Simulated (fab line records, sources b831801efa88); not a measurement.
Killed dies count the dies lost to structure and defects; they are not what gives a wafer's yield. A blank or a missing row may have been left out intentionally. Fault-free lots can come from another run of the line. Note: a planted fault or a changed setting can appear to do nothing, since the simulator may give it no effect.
fab line records    flow sky130    part 2 of 2: steps 34 to 40 of 40
record lots=5  wafers=15  last_day=50
route steps=708 shown GATE_OXIDE@195 POLY_GATE@204 RES_PROTECT@206
lots untouched by any fault: they come from a run of this same line in which no faults occurred
start_h: hours from the record's opening day to when the first of the lot's shown wafers began    wait_h: time in hours since the lot's previous step    " as in the row above    L1.1+2: a row that stands for several wafers    - value missing, or start not given    * or withheld: withheld    < > ~ a bound
route shown NAME@n: NAME is a module with steps in the file, n the number in the route of the first one    usual: average and standard deviation across the fault-free wafers    same: alike in all rows    chamber/n: place in a boat    sites: each site's reading    _std_site: standard deviation of those values    _edge_site: inner sites' mean taken away from outer sites' mean    radius_mm: how far each site lies from the wafer's centre    mask NAME#n: copy n    behind: tool/chamber where the wafer was last shaped    hold: what put the lot on hold/how long, in hours/how the hold closed    device: names the non-switching transistor (n, p or np)    end of line: tests run on the same wafers once the route is complete    a step with no rows: only its recipe    killed: count of dies lost to structure and defects at first sort (not the wafer's yield)    map: a wafer's dies, x killed, . not, _ none there
set.NAME: the setting as run; set.NAME@STEP: as run at that earlier step    model.NAME: the simulator's own value behind a step, which no gauge read
lots seen at some steps along the route; tables by step, rows by wafer
services: when a tool's chamber went out of use (start_h, in hours from the record's first day, below 0 if earlier), for how many hours, and the reason
## steps
# step SKY_POLY_GATE_OVL_MEAS_14
# usual POLY_GATE_OVL=2/5.3
lot.wafer  tool        chamber  start_h  wait_h  POLY_GATE_OVL[nm]
L078.2     overlay-02  -        387.59   0.1     1
L078.4     "           -        "        "       2
L078.6     "           -        "        "       1
L080.2     overlay-01  -        412.59   0.1     4
L080.3     "           -        "        "       7
L080.5     "           -        "        "       5
L083.1     overlay-01  -        435.68   0.1     0
L083.5     "           -        "        "       2
L083.6     "           -        "        "       7
L092.3     overlay-01  -        522.06   0.1     10
L092.4     "           -        "        "       2
L092.5     "           -        "        "       1
L097.1     overlay-01  -        578.29   0.1     0
L097.2     "           -        "        "       0
L097.6     "           -        "        "       -4
# step SKY_POLY_GATE_ETCH_15
# recipe chemistry=N2/H2  target=BARC  ion_energy_ev=200  source_w=500  bias_w=100  pressure_mtorr=30  n2_flow_sccm=100  h2_flow_sccm=200  stop_on=SiO2  time_s=118.5  target_depth_a=1100
# usual drypump_motor_current_A=5.78/0.29  n2_flow_sccm=99.9/0.32  oes_product_au=0.715/0.0048  throttle_valve_pct=13.213/0.008
lot.wafer  tool         chamber  start_h  wait_h  drypump_motor_current_A  n2_flow_sccm  oes_product_au  rf_hours_counter_h  throttle_valve_pct
L078.2     rie_diel-01  2        387.62   0.0     6.10                     100.1         0.717           10                  13.220
L078.4     "            1        "        "       5.71                     99.7          0.716           7                   13.213
L078.6     "            2        "        "       6.09                     100.0         0.721           -                   13.210
L080.2     rie_diel-02  1        412.62   0.0     5.92                     99.8          0.706           96                  13.214
L080.3     "            2        "        "       5.47                     99.8          0.720           87                  13.213
L080.5     "            2        "        "       5.46                     99.5          0.722           -                   13.217
L083.1     rie_diel-03  0        435.72   0.0     5.87                     100.2         0.722           93                  13.213
L083.5     "            1        "        "       5.97                     99.8          0.714           -                   13.233
L083.6     "            0        "        "       5.87                     100.2         0.717           -                   13.213
L092.3     rie_diel-02  0        522.08   0.0     5.80                     99.9          0.705           23                  13.215
L092.4     "            0        "        "       5.75                     100.0         0.715           -                   13.222
L092.5     "            3        "        "       5.17                     100.0         0.710           -                   13.212
L097.1     rie_diel-01  0        578.33   0.0     6.24                     100.1         0.722           7                   13.221
L097.2     "            3        "        "       5.98                     100.6         0.718           15                  13.225
L097.6     "            3        "        "       5.97                     100.4         0.709           -                   13.202
# step SKY_POLY_GATE_ETCH_16
# recipe stop_on=poly-Si  chemistry=CH3F/O2  target=Si3N4  source_w=400  bias_w=80  pressure_mtorr=25  ch3f_flow_sccm=40  O2_flow_sccm=30  time_s=151.2  target_depth_a=750
# usual drypump_motor_current_A=5.77/0.29  oes_product_au=0.639/0.0051  throttle_valve_pct=10.536/0.01
lot.wafer  tool         chamber  start_h  wait_h  drypump_motor_current_A  oes_product_au  rf_hours_counter_h  throttle_valve_pct
L078.2     rie_diel-01  2        387.70   0.0     6.09                     0.654           10                  10.543
L078.4     "            1        "        "       5.71                     0.638           7                   10.548
L078.6     "            2        "        "       6.10                     0.635           -                   10.513
L080.2     rie_diel-02  1        412.70   0.0     5.90                     0.642           96                  10.534
L080.3     "            2        "        "       5.48                     0.636           87                  10.517
L080.5     "            2        "        "       5.49                     0.636           -                   10.556
L083.1     rie_diel-03  0        435.80   0.0     5.85                     0.635           93                  10.535
L083.5     "            1        "        "       6.00                     0.643           -                   10.533
L083.6     "            0        "        "       5.85                     0.633           -                   10.541
L092.3     rie_diel-02  0        522.16   0.0     5.78                     0.647           23                  10.535
L092.4     "            0        "        "       5.80                     0.640           -                   10.531
L092.5     "            3        "        "       5.15                     0.642           -                   10.532
L097.1     rie_diel-01  0        578.45   0.1     6.21                     0.641           7                   10.533
L097.2     "            3        "        "       5.98                     0.643           15                  10.539
L097.6     "            3        "        "       5.97                     0.637           -                   10.535
# step SKY_POLY_GATE_ETCH_17
# recipe target_depth_nm=180  stop_on=SiO2  over_etch_frac=0.56667  chemistry=HBr/Cl2  target=poly-Si  icp_w=400  bias_w=100  pressure_mtorr=10  HBr_flow_sccm=150  Cl2_flow_sccm=50  time_s=70.5
# usual drypump_motor_current_A=5.7/0.4  oes_product_au=0.991/0.008  throttle_valve_pct=33.685/0.0094
lot.wafer  tool       chamber  start_h  wait_h  drypump_motor_current_A  oes_product_au  rf_hours_counter_h  throttle_valve_pct
L078.2     rie_si-02  2        387.80   0.0     5.7                      0.994           0.8                 33.675
L078.4     "          0        "        "       5.3                      1.000           3.6                 33.689
L078.6     "          0        "        "       5.2                      0.997           -                   33.683
L080.2     rie_si-02  1        412.80   0.0     5.5                      0.987           3.9                 33.692
L080.3     "          0        "        "       5.2                      0.991           4.0                 33.696
L080.5     "          1        "        "       5.6                      0.995           -                   33.680
L083.1     rie_si-01  3        435.90   0.0     5.3                      0.992           1.4                 33.679
L083.5     "          1        "        "       6.6                      0.979           -                   33.698
L083.6     "          3        "        "       5.3                      0.997           -                   33.681
L092.3     rie_si-02  0        522.26   0.0     5.2                      0.998           4.8                 33.681
L092.4     "          2        "        "       5.7                      0.982           1.9                 33.682
L092.5     "          3        "        "       5.6                      0.990           -                   33.683
L097.1     rie_si-01  1        578.60   0.1     6.6                      0.980           2.6                 33.692
L097.2     "          2        "        "       6.1                      0.978           3.1                 33.682
L097.6     "          2        "        "       6.1                      0.989           -                   33.691
# step SKY_POLY_GATE_STRIP_18
# recipe chemistry=O2/N2  power_w=1400  pressure_mtorr=1500  platen_temp_c=withheld  o2_flow_sccm=3000  n2_flow_sccm=300  overash_fraction=0.5
# usual drypump_motor_current_A=5.5/0.41  n2_flow_sccm=299.9/0.84  oes_product_au=0.358/0.0044  strip_time_to_endpoint_s=3.11/0.043
# same overash_fraction=0.5
lot.wafer  tool             chamber  start_h  wait_h  drypump_motor_current_A  n2_flow_sccm  oes_product_au  rf_hours_counter_h  strip_time_to_endpoint_s
L078.2     plasma_asher-01  0        387.86   0.0     6.0                      299.1         0.356           56                  3.06
L078.4     "                0        "        "       6.0                      299.6         0.359           -                   3.13
L078.6     "                1        "        "       5.8                      299.0         0.359           -                   3.06
L080.2     plasma_asher-04  0        412.86   0.0     5.6                      299.9         0.361           72                  3.17
L080.3     "                0        "        "       5.6                      298.4         0.354           -                   3.12
L080.5     "                1        "        "       5.7                      300.4         0.355           -                   3.14
L083.1     plasma_asher-01  1        435.96   0.0     5.8                      299.4         0.348           61                  3.08
L083.5     "                0        "        "       6.0                      300.3         0.348           -                   3.17
L083.6     "                1        "        "       5.8                      298.8         0.364           -                   3.09
L092.3     plasma_asher-04  0        522.35   0.1     5.6                      300.3         0.357           -                   3.03
L092.4     "                1        "        "       5.7                      300.0         0.357           -                   3.08
L092.5     "                0        "        "       5.6                      300.3         0.355           -                   3.12
L097.1     plasma_asher-04  0        578.65   0.0     5.6                      298.9         0.363           89                  3.16
L097.2     "                1        "        "       5.7                      299.2         0.359           89                  3.09
L097.6     "                0        "        "       5.6                      301.2         0.358           -                   3.07
# step SKY_POLY_GATE_CLEAN_19
# recipe chemistry=SC1/SC2  mix=1:4:20  temp_c=70  time_s=150  dry=n2_spin
lot.wafer   tool          chamber  start_h  wait_h
L078.2+4+6  wet_bench-02  3        387.96   0.1
L080.2+3+5  wet_bench-01  0        412.96   0.1
L083.1+5+6  wet_bench-02  1        436.06   0.1
L092.3+4+5  wet_bench-03  3        522.42   0.0
L097.1+2+6  wet_bench-03  0        578.75   0.1
# step SKY_POLY_GATE_OXIDATION_20
# recipe temp_c=850  ambient=O2  stabilise_s=600  purge_s=300  target_thk_a=40  ox_time_s=899
# usual tube_center_temp_C_max=852.2/0.32
lot.wafer  tool        chamber  start_h  wait_h  tube_center_temp_C_max
L078.2     furnace-02  0        389.27   1.3     852.1
L078.4     "           0        "        "       852.5
L078.6     "           0        "        "       851.9
L080.2     furnace-02  0        413.06   0.0     852.6
L080.3     "           0        "        "       852.0
L080.5     "           0        "        "       852.5
L083.1     furnace-01  0        440.81   4.7     852.2
L083.5     "           0        "        "       852.0
L083.6     "           0        "        "       852.3
L092.3     furnace-02  0        522.47   0.0     852.2
L092.4     "           0        "        "       852.1
L092.5     "           0        "        "       852.5
L097.1     furnace-01  0        578.80   0.0     852.2
L097.2     "           0        "        "       852.1
L097.6     "           0        "        "       852.4
## services
tool             chamber  start_h  hours  kind
rie_diel-02      3        313.52   20.9   repair
lpcvd-01         -        314.43   6.1    pm
rie_diel-02      0        315.48   2.3    repair
krf_scanner-01   -        316.99   0.8    pm
plasma_asher-01  -        321.18   0.5    repair
krf_scanner-01   -        322.87   0.3    repair
rie_diel-01      -        345.49   1.6    repair
lpcvd-02         -        395.13   0.9    repair
lpcvd-01         -        409.34   0.6    repair
furnace-02       -        414.31   24.8   pm
furnace-02       -        439.09   3.0    pm
furnace-02       -        451.07   3.6    pm
plasma_asher-01  -        452.02   1.7    repair
lpcvd-02         -        453.73   1.3    repair
furnace-01       -        459.09   1.1    repair
furnace-01       -        460.22   3.5    pm
implanter-03     -        483.84   5.1    repair
implanter-03     -        512.58   1.5    repair
furnace-01       -        512.58   4.4    pm
lpcvd-01         -        519.28   6.0    pm
furnace-01       -        525.49   12.6   pm
furnace-01       -        538.07   2.7    pm
lpcvd-02         -        573.07   4.3    pm
furnace-02       -        576.77   19.3   repair
